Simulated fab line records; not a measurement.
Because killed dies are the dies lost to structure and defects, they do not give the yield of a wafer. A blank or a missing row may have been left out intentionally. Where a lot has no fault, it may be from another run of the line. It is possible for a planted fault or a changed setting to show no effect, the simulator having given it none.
fab line records	flow sky130	part 1 of 2: steps 1 to 26 of 36
[record] lots = 5	wafers = 15	last_day = 49
route steps=708 shown LI_CONTACT@375 LOCAL_INTERCONNECT@387 CONTACT@406
lots that met no fault: from a run of the same line without faults
start_h: the number of hours between the record's first day and the start of the first shown wafer of the lot	wait_h: hours elapsed since this lot's preceding step	" unchanged from the row above	L1.1+2: a single row standing in for several wafers	- value missing, or start not given	* or withheld: withheld	< > ~ a bound
route shown NAME@n: names a module that has steps shown in the file, with the first one's number in the route	usual: the fault-free wafers' mean and standard deviation	same: alike in all rows	chamber/n: place in a boat	sites: per-site readings	_std_site: standard deviation across them	_edge_site: outer sites' mean less inner sites'	radius_mm: for every site, how far away it sits from the centre of the wafer	mask NAME#n: copy n	behind: the tool/chamber that last shaped the wafer	hold: reason for holding the lot/hours on hold/outcome of the hold	device: transistor that didn't switch, given as n, p or np	end of line: tests run on the same wafers once the route is complete	step lacking rows: just its recipe	killed: not the wafer's yield, but the dies lost to structure and defects at the first sort	map: a wafer's dies, marking killed ones x, the rest . and places with no die _
set.NAME: the setting the step ran with; set.NAME@STEP: the setting that earlier step ran with	model.NAME: the simulator's own value behind a step, which no gauge read
a table for each step, a row for each wafer; lots at some steps of the route
services: a tool's chamber out of use, with start hour (start_h, from the record's first day; less than 0 if before it), hours out, and reason
[[steps]]
[step SKY_LI_CONTACT_OVL_MEAS_13]
[usual] LI_CONTACT_OVL = -1/4.2
lot.wafer	tool	chamber	start_h	wait_h	LI_CONTACT_OVL[nm]
L076.1	overlay-01	-	692.32	0.1	0
L076.2	"	-	"	"	-2
L076.3	"	-	"	"	1
L079.2	overlay-01	-	721.57	0.1	4
L079.5	"	-	"	"	4
L079.6	"	-	"	"	3
L087.2	overlay-02	-	788.93	0.1	1
L087.3	"	-	"	"	-8
L087.6	"	-	"	"	-1
L091.2	overlay-01	-	813.17	0.1	-2
L091.5	"	-	"	"	4
L091.6	"	-	"	"	6
L092.3	overlay-01	-	824.93	0.1	8
L092.4	"	-	"	"	1
L092.5	"	-	"	"	4
[step SKY_LI_CONTACT_ETCH_14]
[recipe] chemistry = N2/H2	target = BARC	ion_energy_ev = 200	source_w = 500	bias_w = 100	pressure_mtorr = 30	n2_flow_sccm = 100	h2_flow_sccm = 200	stop_on = SiO2	time_s = 45.9	target_depth_a = 600
[usual] drypump_motor_current_A = 5.7/0.41	n2_flow_sccm = 100.0/0.32	oes_product_au = 0.855/0.0048	throttle_valve_pct = 13.223/0.011
lot.wafer	tool	chamber	start_h	wait_h	drypump_motor_current_A	n2_flow_sccm	oes_product_au	rf_hours_counter_h	throttle_valve_pct
L076.1	rie_diel-04	2	692.35	0.0	6.4	99.7	0.860	3	13.227
L076.2	"	0	"	"	5.9	99.9	0.860	26	13.209
L076.3	"	3	"	"	5.7	99.9	0.846	21	13.212
L079.2	rie_diel-01	0	721.60	0.0	4.8	100.6	0.850	23	13.239
L079.5	"	0	"	"	4.9	100.1	0.847	-	13.218
L079.6	"	1	"	"	5.5	99.8	0.848	-	13.215
L087.2	rie_diel-04	0	788.96	0.0	5.9	100.5	0.860	28	13.237
L087.3	"	3	"	"	5.7	100.0	0.858	24	13.239
L087.6	"	0	"	"	5.9	100.2	0.857	-	13.215
L091.2	rie_diel-03	1	813.20	0.0	5.5	100.0	0.861	0	13.218
L091.5	"	2	"	"	5.4	100.2	0.848	-	13.224
L091.6	"	1	"	"	5.6	100.3	0.851	-	13.205
L092.3	rie_diel-03	1	824.96	0.0	5.5	100.4	0.858	0	13.214
L092.4	"	2	"	"	5.3	99.9	0.846	9	13.235
L092.5	"	2	"	"	5.3	100.2	0.860	-	13.220
[step SKY_LI_CONTACT_ETCH_15]
[recipe] target = PSG	chemistry = C4F8/O2/Ar	stop_on = Si	taper_deg = 4.15	mask_material = KrF-thick	source_w = 1500	bias_w = 1200	pressure_mtorr = 40	c4f8_flow_sccm = withheld	O2_flow_sccm = 6	Ar_flow_sccm = 300	time_s = withheld	target_depth_a = 6000
[usual] oes_product_au = 0.837/0.0046
lot.wafer	tool	chamber	start_h	wait_h	oes_product_au
L076.1	rie_diel-04	2	692.40	0.0	0.838
L076.2	"	0	"	"	0.840
L076.3	"	3	"	"	0.840
L079.2	rie_diel-01	0	721.65	0.0	0.831
L079.5	"	0	"	"	0.832
L079.6	"	1	"	"	0.836
L087.2	rie_diel-04	0	789.00	0.0	0.833
L087.3	"	3	"	"	0.835
L087.6	"	0	"	"	0.833
L091.2	rie_diel-03	1	813.24	0.0	0.832
L091.5	"	2	"	"	0.839
L091.6	"	1	"	"	0.836
L092.3	rie_diel-03	1	825.00	0.0	0.837
L092.4	"	2	"	"	0.836
L092.5	"	2	"	"	0.836
[step SKY_LI_CONTACT_STRIP_16]
[recipe] chemistry = O2/N2	power_w = 1400	pressure_mtorr = 1500	platen_temp_c = withheld	o2_flow_sccm = 3000	n2_flow_sccm = 300	overash_fraction = 0.5
[usual] drypump_motor_current_A = 5.8/0.31	n2_flow_sccm = 300.0/0.91	oes_product_au = 0.376/0.0052	strip_time_to_endpoint_s = 3.50/0.049
lot.wafer	tool	chamber	start_h	wait_h	drypump_motor_current_A	n2_flow_sccm	oes_product_au	rf_hours_counter_h	strip_time_to_endpoint_s
L076.1	plasma_asher-03	1	692.48	-	5.9	299.6	0.377	100	3.48
L076.2	"	0	"	"	6.0	301.0	0.382	100	3.58
L076.3	"	0	"	"	6.0	302.3	0.369	-	3.47
L079.2	plasma_asher-02	1	721.73	-	5.7	299.9	0.378	83	3.50
L079.5	"	0	"	"	6.1	299.6	0.374	-	3.50
L079.6	"	1	"	"	5.7	300.8	0.378	-	3.49
L087.2	plasma_asher-04	0	789.08	-	5.7	299.4	0.378	38	3.62
L087.3	"	1	"	"	5.0	299.4	0.374	-	3.46
L087.6	"	1	"	"	5.0	300.4	0.385	-	3.60
L091.2	plasma_asher-04	0	813.33	-	5.7	300.4	0.384	40	3.57
L091.5	"	0	"	"	5.8	300.3	0.379	-	3.56
L091.6	"	1	"	"	5.0	300.7	0.374	-	3.55
L092.3	plasma_asher-02	1	825.12	-	5.7	298.9	0.372	-	3.55
L092.4	"	0	"	"	6.1	301.5	0.379	-	3.51
L092.5	"	1	"	"	5.7	299.0	0.386	-	3.56
[step SKY_LI_CONTACT_CLEAN_17]
[recipe] chemistry = NMP	time_s = 600	temp_c = 60	dry = n2_spin
lot.wafer	tool	chamber	start_h	wait_h
L076.1+2+3	wet_bench-03	3	692.58	0.1
L079.2+5+6	wet_bench-03	3	721.83	0.1
L087.2+3+6	wet_bench-03	0	789.18	0.1
L091.2+5+6	wet_bench-03	1	813.43	0.1
L092.3+4+5	wet_bench-03	0	825.18	0.0
[step SKY_LI_CONTACT_PRE_CLEAN_18]
[recipe] gas = Ar	time_s = 5.6	bias_v = 358
lot.wafer	tool	chamber	start_h	wait_h
L076.1+2+3	pvd_sputter-04	-	692.76	0.0
L079.2+5+6	pvd_sputter-02	-	722.01	0.0
L087.2+3+6	pvd_sputter-04	-	789.37	0.0
L091.2+5+6	pvd_sputter-02	-	813.62	0.0
L092.3+4+5	pvd_sputter-04	-	825.37	0.0
[step SKY_LI_CONTACT_SPUTTER_19]
[recipe] material = Ti	target_thk_nm = 20	chamber_pressure_pa = 5	power_w = 2500	substrate_temp_c = 200	time_s = 106.37
[usual] throttle_valve_pct = 30.0/0.9
lot.wafer	tool	chamber	start_h	wait_h	throttle_valve_pct
L076.1	pvd_sputter-04	-	692.78	0.0	29.2
L076.2	"	-	"	"	28.7
L076.3	"	-	"	"	29.9
L079.2	pvd_sputter-02	-	722.03	0.0	31.0
L079.5	"	-	"	"	30.5
L079.6	"	-	"	"	31.3
L087.2	pvd_sputter-04	-	789.39	0.0	30.0
L087.3	"	-	"	"	28.6
L087.6	"	-	"	"	29.6
L091.2	pvd_sputter-02	-	813.64	0.0	31.3
L091.5	"	-	"	"	31.1
L091.6	"	-	"	"	31.4
L092.3	pvd_sputter-04	-	825.40	0.0	29.4
L092.4	"	-	"	"	29.9
L092.5	"	-	"	"	28.9
[step SKY_LI_CONTACT_SPUTTER_20]
[recipe] material = TiN	target_thk_nm = 20	chamber_pressure_pa = 5	power_w = 4000	time_s = 80
[usual] throttle_valve_pct = 30.0/0.91
lot.wafer	tool	chamber	start_h	wait_h	throttle_valve_pct
L076.1	pvd_sputter-04	-	692.85	0.0	29.3
L076.2	"	-	"	"	28.8
L076.3	"	-	"	"	29.8
L079.2	pvd_sputter-02	-	722.10	0.0	31.0
L079.5	"	-	"	"	30.2
L079.6	"	-	"	"	31.1
L087.2	pvd_sputter-04	-	789.47	0.0	30.0
L087.3	"	-	"	"	28.5
L087.6	"	-	"	"	29.6
L091.2	pvd_sputter-02	-	813.72	0.0	31.3
L091.5	"	-	"	"	30.9
L091.6	"	-	"	"	31.3
L092.3	pvd_sputter-04	-	825.48	0.0	29.6
L092.4	"	-	"	"	30.0
L092.5	"	-	"	"	28.9
[step SKY_LI_CONTACT_CVD_21]
[recipe] material = W	target_thk_nm = 400	time_s = 120.56	temp_c = 400	pressure_torr = 40
[usual] heater_power_w = 809/66
lot.wafer	tool	chamber	start_h	wait_h	heater_power_w
L076.1	cvd_w-01	0	692.91	0.0	896
L076.2	"	1	"	"	736
L076.3	"	1	"	"	733
L079.2	cvd_w-01	0	722.16	0.0	889
L079.5	"	1	"	"	739
L079.6	"	0	"	"	917
L087.2	cvd_w-01	0	789.53	0.0	882
L087.3	"	1	"	"	756
L087.6	"	0	"	"	906
L091.2	cvd_w-01	0	813.78	0.0	899
L091.5	"	1	"	"	752
L091.6	"	0	"	"	890
L092.3	cvd_w-01	1	825.58	0.1	751
L092.4	"	0	"	"	910
L092.5	"	1	"	"	751
[step SKY_LI_CONTACT_RS_MEAS_22]
[recipe] thk_meas_gauge = four-point-probe	reads = W_of_LI_CONTACT_CVD_21+TiN_of_LI_CONTACT_SPUTTER_20+Ti_of_LI_CONTACT_SPUTTER_19
[usual] LI_CONTACT_W_RS = 0.286/0.0056
lot.wafer	tool	chamber	start_h	wait_h	LI_CONTACT_W_RS[ohm/sq]
L076.1	film_metro-01	-	693.04	0.1	0.295
L076.2	"	-	"	"	0.287
L076.3	"	-	"	"	0.287
L079.2	film_metro-01	-	722.31	0.1	0.293
L079.5	"	-	"	"	0.286
L079.6	"	-	"	"	0.292
L087.2	film_metro-04	-	789.68	0.1	0.286
L087.3	"	-	"	"	0.284
L087.6	"	-	"	"	0.285
L091.2	film_metro-01	-	813.92	0.1	0.284
L091.5	"	-	"	"	0.287
L091.6	"	-	"	"	0.286
L092.3	film_metro-04	-	825.71	0.1	0.289
L092.4	"	-	"	"	0.289
L092.5	"	-	"	"	0.292
[step SKY_LI_CONTACT_THK_MEAS_23]
[recipe] thk_meas_gauge = xrf	reads = W_of_LI_CONTACT_CVD_21
[usual] LI_CONTACT_W_THK = 386/8.9
lot.wafer	tool	chamber	start_h	wait_h	LI_CONTACT_W_THK[nm]
L076.1	film_metro-01	-	693.16	0.1	375
L076.2	"	-	"	"	383
L076.3	"	-	"	"	386
L079.2	film_metro-01	-	722.42	0.1	381
L079.5	"	-	"	"	389
L079.6	"	-	"	"	380
L087.2	film_metro-04	-	789.79	0.1	392
L087.3	"	-	"	"	394
L087.6	"	-	"	"	397
L091.2	film_metro-01	-	814.03	0.1	389
L091.5	"	-	"	"	382
L091.6	"	-	"	"	382
L092.3	film_metro-04	-	825.81	0.1	386
L092.4	"	-	"	"	388
L092.5	"	-	"	"	382
[step SKY_LI_CONTACT_CMP_24]
[recipe] stop_on = PSG	t_overpolish_s = 20	down_force_psi = 3.5	platen_rpm = 60	target_thk_nm = 0	pad_velocity_m_s = 0.94248
[usual] motor_current_A = 11.0/0.85	overpolish_run_s = 20.000/0.0097	time_to_endpoint_s = 94/4.7
lot.wafer	tool	chamber	start_h	wait_h	motor_current_A	overpolish_run_s	time_to_endpoint_s
L076.1	cmp-01	1	693.27	0.1	11.3	19.999	88
L076.3	"	2	"	"	10.6	20.015	91
L076.2	"	3	"	"	11.9	20.005	95
L079.2	cmp-01	1	722.84	0.4	10.9	19.992	91
L079.6	"	3	"	"	11.7	19.997	96
L079.5	"	0	"	"	10.5	20.004	98
L087.3	cmp-01	1	789.84	0.0	11.2	19.995	98
L087.2	"	3	"	"	11.7	20.005	96
L087.6	"	1	"	"	11.5	19.991	98
L091.2	cmp-01	3	814.08	0.0	10.9	19.999	96
L091.6	"	3	"	"	11.0	20.010	93
L091.5	"	0	"	"	10.9	20.010	98
L092.4	cmp-02	1	825.95	0.1	11.9	19.994	100
L092.3	"	2	"	"	13.4	20.016	95
L092.5	"	0	"	"	10.4	19.978	88
[step SKY_LOCAL_INTERCONNECT_SPUTTER_00]
[recipe] material = TiN	target_thk_nm = 100	temp_c = 300	power_w = 6500	time_s = 83.3	chamber_pressure_pa = 0.4
[usual] throttle_valve_pct = 29.9/0.88
lot.wafer	tool	chamber	start_h	wait_h	throttle_valve_pct
L076.1	pvd_sputter-01	-	693.52	0.2	30.0
L076.2	"	-	"	"	30.7
L076.3	"	-	"	"	29.2
L079.2	pvd_sputter-01	-	723.04	0.1	29.9
L079.5	"	-	"	"	29.3
L079.6	"	-	"	"	29.1
L087.2	pvd_sputter-03	-	790.14	0.1	30.7
L087.3	"	-	"	"	28.9
L087.6	"	-	"	"	30.7
L091.2	pvd_sputter-03	-	814.38	0.2	28.8
L091.5	"	-	"	"	28.9
L091.6	"	-	"	"	28.5
L092.3	pvd_sputter-01	-	826.15	0.1	29.0
L092.4	"	-	"	"	30.0
L092.5	"	-	"	"	30.5
[step SKY_LOCAL_INTERCONNECT_RS_MEAS_01]
[recipe] thk_meas_gauge = four-point-probe	reads = TiN_of_LOCAL_INTERCONNECT_SPUTTER_00
[usual] LOCAL_INTERCONNECT_TIN_RS = 14.17/0.19
lot.wafer	tool	chamber	start_h	wait_h	LOCAL_INTERCONNECT_TIN_RS[ohm/sq]
L076.1	film_metro-01	-	693.58	0.0	14.21
L076.2	"	-	"	"	14.49
L076.3	"	-	"	"	14.18
L079.2	film_metro-01	-	723.12	0.1	14.21
L079.5	"	-	"	"	13.90
L079.6	"	-	"	"	14.19
L087.2	film_metro-02	-	790.22	0.1	14.24
L087.3	"	-	"	"	14.34
L087.6	"	-	"	"	14.11
L091.2	film_metro-04	-	814.47	0.1	14.32
L091.5	"	-	"	"	14.30
L091.6	"	-	"	"	14.41
L092.3	film_metro-01	-	826.25	0.1	13.96
L092.4	"	-	"	"	14.08
L092.5	"	-	"	"	14.27
[step SKY_LOCAL_INTERCONNECT_THK_MEAS_02]
[recipe] thk_meas_gauge = xrf	reads = TiN_of_LOCAL_INTERCONNECT_SPUTTER_00
[usual] LOCAL_INTERCONNECT_TIN_THK = 98.5/1.3
lot.wafer	tool	chamber	start_h	wait_h	LOCAL_INTERCONNECT_TIN_THK[nm]
L076.1	film_metro-01	-	693.70	0.1	97.8
L076.2	"	-	"	"	96.5
L076.3	"	-	"	"	98.4
L079.2	film_metro-01	-	723.23	0.1	98.4
L079.5	"	-	"	"	100.6
L079.6	"	-	"	"	99.1
L087.2	film_metro-02	-	790.33	0.1	97.9
L087.3	"	-	"	"	97.5
L087.6	"	-	"	"	98.5
L091.2	film_metro-04	-	814.58	0.1	97.4
L091.5	"	-	"	"	97.5
L091.6	"	-	"	"	96.6
L092.3	film_metro-01	-	826.35	0.1	99.2
L092.4	"	-	"	"	99.2
L092.5	"	-	"	"	97.7
[step SKY_LOCAL_INTERCONNECT_DEHYDRATE_03]
[recipe] temp_c = 200	time_s = 60
lot.wafer	tool	chamber	start_h	wait_h
L076.1+2+3	litho_track-01	0	707.25	13.5
L079.2+5+6	litho_track-02	0	736.45	13.2
L087.2+3+6	litho_track-02	0	802.45	12.1
L091.2+5+6	litho_track-01	0	826.67	12.1
L092.3+4+5	litho_track-01	0	839.00	12.6
[step SKY_LOCAL_INTERCONNECT_HMDS_04]
[recipe] prime_time_s = 60	prime_temp_c = 120
lot.wafer	tool	chamber	start_h	wait_h
L076.1+2+3	litho_track-01	0	707.40	0.1
L079.2+5+6	litho_track-02	0	736.60	0.1
L087.2+3+6	litho_track-02	0	802.60	0.1
L091.2+5+6	litho_track-01	0	826.82	0.1
L092.3+4+5	litho_track-01	0	839.15	0.1
[step SKY_LOCAL_INTERCONNECT_COAT_05]
[recipe] resist = BARC	temp_c = withheld	time_s = withheld	spin_rpm = 3000	resist_thk_nm = 60
lot.wafer	tool	chamber	start_h	wait_h
L076.1+2+3	litho_track-01	0	707.55	0.1
L079.2+5+6	litho_track-02	0	736.75	0.1
L087.2+3+6	litho_track-02	0	802.75	0.1
L091.2+5+6	litho_track-01	0	826.97	0.1
L092.3+4+5	litho_track-01	0	839.30	0.1
[step SKY_LOCAL_INTERCONNECT_COAT_06]
[recipe] resist = KrF-thick	spin_rpm = 3000	resist_thk_nm = 450
lot.wafer	tool	chamber	start_h	wait_h
L076.1+2+3	litho_track-01	0	-	-
L079.2+5+6	litho_track-02	0	-	-
L087.2+3+6	litho_track-02	0	-	-
L091.2+5+6	litho_track-01	0	-	-
L092.3+4+5	litho_track-01	0	-	-
[step SKY_LOCAL_INTERCONNECT_SOFTBAKE_07]
[recipe] temp_c = 100	time_s = 90	resist = KrF-thick
lot.wafer	tool	chamber	start_h	wait_h
L076.1+2+3	litho_track-01	0	-	-
L079.2+5+6	litho_track-02	0	-	-
L087.2+3+6	litho_track-02	0	-	-
L091.2+5+6	litho_track-01	0	-	-
L092.3+4+5	litho_track-01	0	-	-
[step SKY_LOCAL_INTERCONNECT_EXPOSE_08]
[recipe] mask_id = LI1M	na = 0.8	source_shape = annular	sigma_inner = 0.55	sigma_outer = 0.85	target_cd_nm = 170	dose_mj = 28
[usual] focus_offset_nm = -0.3/0.5
lot.wafer	tool	chamber	start_h	wait_h	mask	focus_offset_nm
L076.1	krf_scanner-02	0	-	-	LI1M#0	-0.6
L076.2	"	0	"	"	LI1M#0	-0.6
L076.3	"	0	"	"	LI1M#0	-0.7
L079.2	krf_scanner-02	0	-	-	LI1M#0	0.6
L079.5	"	0	"	"	LI1M#0	0.6
L079.6	"	0	"	"	LI1M#0	-0.1
L087.2	krf_scanner-02	0	-	-	LI1M#0	-0.8
L087.3	"	0	"	"	LI1M#0	-0.1
L087.6	"	0	"	"	LI1M#0	-0.5
L091.2	krf_scanner-02	0	-	-	LI1M#0	-0.3
L091.5	"	0	"	"	LI1M#0	-0.8
L091.6	"	0	"	"	LI1M#0	-1.3
L092.3	krf_scanner-01	0	-	-	LI1M#0	0.2
L092.4	"	0	"	"	LI1M#0	0.4
L092.5	"	0	"	"	LI1M#0	1.0
[step SKY_LOCAL_INTERCONNECT_PEB_09]
[recipe] peb_temp_c = withheld	peb_time_s = withheld	resist = KrF-thick
lot.wafer	tool	chamber	start_h	wait_h
L076.1+2+3	litho_track-02	0	-	-
L079.2+5+6	litho_track-03	0	-	-
L087.2+3+6	litho_track-03	0	-	-
L091.2+5+6	litho_track-01	0	-	-
L092.3+4+5	litho_track-03	0	-	-
[step SKY_LOCAL_INTERCONNECT_DEVELOP_10]
[recipe] develop_time_s = 60	resist = KrF-thick	dev_temp_c = 21
lot.wafer	tool	chamber	start_h	wait_h
L076.1+2+3	litho_track-02	0	-	-
L079.2+5+6	litho_track-03	0	-	-
L087.2+3+6	litho_track-03	0	-	-
L091.2+5+6	litho_track-01	0	-	-
L092.3+4+5	litho_track-03	0	-	-
[step SKY_LOCAL_INTERCONNECT_CD_MEAS_11]
[recipe] target_cd_nm = 170
[usual] cd_nm = 169.9/1.5
lot.wafer	tool	chamber	start_h	wait_h	cd_nm
L076.1	cd_sem-02	-	721.67	-	170.1
L076.2	"	-	"	"	168.6
L076.3	"	-	"	"	169.3
L079.2	cd_sem-02	-	750.38	-	167.7
L079.5	"	-	"	"	168.5
L079.6	"	-	"	"	168.1
L087.2	cd_sem-01	-	816.68	-	169.0
L087.3	"	-	"	"	170.0
L087.6	"	-	"	"	171.1
L091.2	cd_sem-01	-	841.07	-	169.6
L091.5	"	-	"	"	169.0
L091.6	"	-	"	"	168.3
L092.3	cd_sem-02	-	853.00	-	171.4
L092.4	"	-	"	"	168.9
L092.5	"	-	"	"	170.7
[step SKY_LOCAL_INTERCONNECT_OVL_MEAS_12]
[usual] LOCAL_INTERCONNECT_OVL = 4/6.1
lot.wafer	tool	chamber	start_h	wait_h	LOCAL_INTERCONNECT_OVL[nm]
L076.1	overlay-02	-	721.79	0.1	9
L076.2	"	-	"	"	-1
L076.3	"	-	"	"	9
L079.2	overlay-01	-	750.48	0.1	-6
L079.5	"	-	"	"	7
L079.6	"	-	"	"	-5
L087.2	overlay-01	-	816.78	0.1	-3
L087.3	"	-	"	"	-3
L087.6	"	-	"	"	-6
L091.2	overlay-01	-	841.18	0.1	7
L091.5	"	-	"	"	8
L091.6	"	-	"	"	6
L092.3	overlay-01	-	853.09	0.1	9
L092.4	"	-	"	"	7
L092.5	"	-	"	"	5
[step SKY_LOCAL_INTERCONNECT_ETCH_13]
[recipe] chemistry = N2/H2	target = BARC	ion_energy_ev = 200	bias_w = 100	pressure_mtorr = 30	n2_flow_sccm = 100	h2_flow_sccm = 200	icp_w = 500	stop_on = SiO2	time_s = 45.9	target_depth_a = 600
[usual] drypump_motor_current_A = 5.72/0.26	he_backside_leak_sccm = 3.4/0.35	n2_flow_sccm = 100.02/0.29	oes_product_au = 0.854/0.0049	throttle_valve_pct = 13.225/0.0093
lot.wafer	tool	chamber	start_h	wait_h	drypump_motor_current_A	he_backside_leak_sccm	n2_flow_sccm	oes_product_au	rf_hours_counter_h	throttle_valve_pct
L076.1	rie_metal-01	0	721.83	0.0	5.90	3.3	100.01	0.858	13	13.234
L076.2	"	1	"	"	5.42	3.2	99.88	0.851	14	13.222
L076.3	"	1	"	"	5.43	3.1	100.53	0.858	-	13.228
L079.2	rie_metal-03	1	750.51	0.0	5.80	3.2	100.30	0.854	13	13.237
L079.5	"	1	"	"	5.80	3.2	100.36	0.845	-	13.235
L079.6	"	0	"	"	5.38	3.3	100.24	0.855	-	13.218
L087.2	rie_metal-01	1	816.83	0.0	5.40	3.1	99.80	0.861	-	13.226
L087.3	"	1	"	"	5.39	3.2	99.90	0.856	-	13.249
L087.6	"	1	"	"	5.40	3.2	100.62	0.858	-	13.231
L091.2	rie_metal-02	1	841.21	0.0	5.99	3.5	99.50	0.853	9	13.216
L091.5	"	1	"	"	5.99	3.2	99.46	0.848	-	13.221
L091.6	"	0	"	"	5.60	3.5	100.28	0.854	-	13.209
L092.3	rie_metal-03	0	853.13	0.0	5.36	3.4	100.37	0.852	-	13.236
L092.4	"	1	"	"	5.81	3.3	99.86	0.859	-	13.237
L092.5	"	1	"	"	5.82	3.2	100.15	0.856	-	13.221
